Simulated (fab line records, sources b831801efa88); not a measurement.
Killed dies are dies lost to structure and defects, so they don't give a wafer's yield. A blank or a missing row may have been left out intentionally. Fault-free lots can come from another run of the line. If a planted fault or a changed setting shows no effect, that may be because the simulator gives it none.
A single fault, viewed from 2 desks :: flow sfq line :: only its own numbers are on each desk; what lay behind them is given at the end

== THE METROLOGY DESK ==
What the gauges read, lot by lot, whatever tool the lot ran on: means of the sampled wafers that have a number. The brackets show how far a lot's mean lies from the usual mean; more than 4 standard deviations puts the lot out of limits, marked OUT.
Columns: A = I5_OVL at SFQ_I5_OVL_MEAS_936, usual 2 nm; B = C5_OVL at SFQ_C5_OVL_MEAS_937, usual 0 nm
lot: L350
first seen here: day 59 19:31
A: 3
B: -0

lot: L356
first seen here: day 60 19:28
A: -1
B: 4

lot: L365
first seen here: day 69 05:25
A: 3
B: -1

lot: L367
first seen here: day 69 15:01
A: -9
B: -9

lot: L370
first seen here: day 70 10:04
A: 10
B: 3

lot: L373
first seen here: day 71 08:59
A: 4
B: 9
Result from this desk: across the 6 lots, nothing is out of limits.

== AT THE TOOL OWNER'S DESK: rie diel-02 ==
The tool's own readings at SFQ_TRILAYER_C5_BARC_OPEN_VIA_ETCH_210 (etches BARC in O2, target depth 125 nm, time 41.7 s): means of the sampled wafers that have a number, for each lot that ran on this tool. The brackets show how far a lot's mean lies from the usual mean; more than 4 standard deviations puts the lot out of limits, marked OUT.
Columns: A = drypump motor current A at SFQ_TRILAYER_C5_BARC_OPEN_VIA_ETCH_210, usual 5.6 A; B = oes product au at SFQ_TRILAYER_C5_BARC_OPEN_VIA_ETCH_210, usual 0.685 a.u.
lot: L350
first seen here: day 60 15:25
A: 5.9
B: 0.684

lot: L365
first seen here: day 73 16:20
A: 5.8
B: 0.684

lot: L367
first seen here: day 74 06:44
A: 5.4
B: 0.682
Result from this desk: across the 3 lots, nothing is out of limits.

== ALL TOGETHER ==
Nothing out of limits was seen by the metrology desk.
The desk of the tool owner found nothing out of limits.

== WHAT THE SIMULATOR PUT IN ==
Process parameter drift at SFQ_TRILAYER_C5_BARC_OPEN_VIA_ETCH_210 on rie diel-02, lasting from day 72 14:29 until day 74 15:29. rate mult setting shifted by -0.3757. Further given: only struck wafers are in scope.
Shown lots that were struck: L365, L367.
